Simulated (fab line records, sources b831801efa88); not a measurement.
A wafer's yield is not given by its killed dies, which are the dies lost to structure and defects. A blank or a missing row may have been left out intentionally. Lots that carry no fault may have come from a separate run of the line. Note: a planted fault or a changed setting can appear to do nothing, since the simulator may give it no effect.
One fault seen from 2 desks	flow sky130	each desk holds nothing but its own numbers, with what lay behind them at the end

## METROLOGY DESK
Lot by lot, what the gauges showed, no matter which tool ran the lot: averages of those sampled wafers that carry a number. The brackets show how far a lot's mean lies from the usual mean; more than 4 standard deviations puts the lot out of limits, marked OUT.
Columns: A = VIA3_HDPCVD_THK at SKY_VIA3_THK_MEAS_01, usual 1625 nm; B = VIA3_OVL at SKY_VIA3_OVL_MEAS_13, usual 4 nm
lot	first seen here	A	B
L420	day 39 08:28	1633	-4
L421	day 39 17:31	1617	5
L423	day 40 04:25	1614	11
L425	day 40 11:02	1648	7
L427	day 41 00:17	1615	12
L430	day 41 22:05	1525 (-4.3) OUT	1
L431	day 42 01:34	1509 (-5.1) OUT	11
L432	day 42 04:43	1648	-1
L441	day 44 23:13	1623	0
L442	day 45 00:57	1604	6
L443	day 45 04:19	1644	1
This desk's result: L430, L431 out of limits, first on L430 (VIA3_HDPCVD_THK at SKY_VIA3_THK_MEAS_01), day 41 22:05. L420, L421, L423, L425, L427, L432, L441, L442, L443 stayed within limits.

## DESK OF THE TOOL OWNER: hdpcvd-02
The tool's own readings at SKY_VIA3_HDPCVD_00 (deposits SiO2, target thk 1635 nm, time 272.5 s): means of the sampled wafers that have a number, for each lot that ran on this tool. The brackets show how far a lot's mean lies from the usual mean; more than 4 standard deviations puts the lot out of limits, marked OUT.
Columns: A = sih4FlowSccm at SKY_VIA3_HDPCVD_00, usual 59.99 sccm
lot	first seen here	A
L420	day 39 08:17	59.95
L421	day 39 17:20	60.24
L423	day 40 04:16	60.06
L427	day 41 00:07	59.94
L430	day 41 21:51	56.02 (-23) OUT
L431	day 42 01:25	55.99 (-24) OUT
L441	day 44 23:02	59.98
L442	day 45 00:46	59.88
L443	day 45 04:08	59.84
This desk finds L430, L431 out of limits, L430 being first, at day 41 21:51 (sih4FlowSccm at SKY_VIA3_HDPCVD_00). L420, L421, L423, L427, L441, L442, L443 stayed within limits.

## BROUGHT TOGETHER
On L430, L431, at day 41 21:51, an alarm was possible from the tool owner's desk.
Metrology desk: alarm possible at day 41 22:05 on L430, L431.
Every lot named ran SKY_VIA3_HDPCVD_00 on hdpcvd-02.

## WHAT HAD BEEN PUT IN BY THE SIMULATOR
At SKY_VIA3_HDPCVD_00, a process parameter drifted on hdpcvd-02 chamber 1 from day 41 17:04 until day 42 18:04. Setting sih4FlowSccm shifted by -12 from 60. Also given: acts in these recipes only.
Lots struck among those shown: L430, L431.
Hours from the fault's start to each desk's first reading out of limits: the tool owner's desk, 5; the metrology desk, 5.
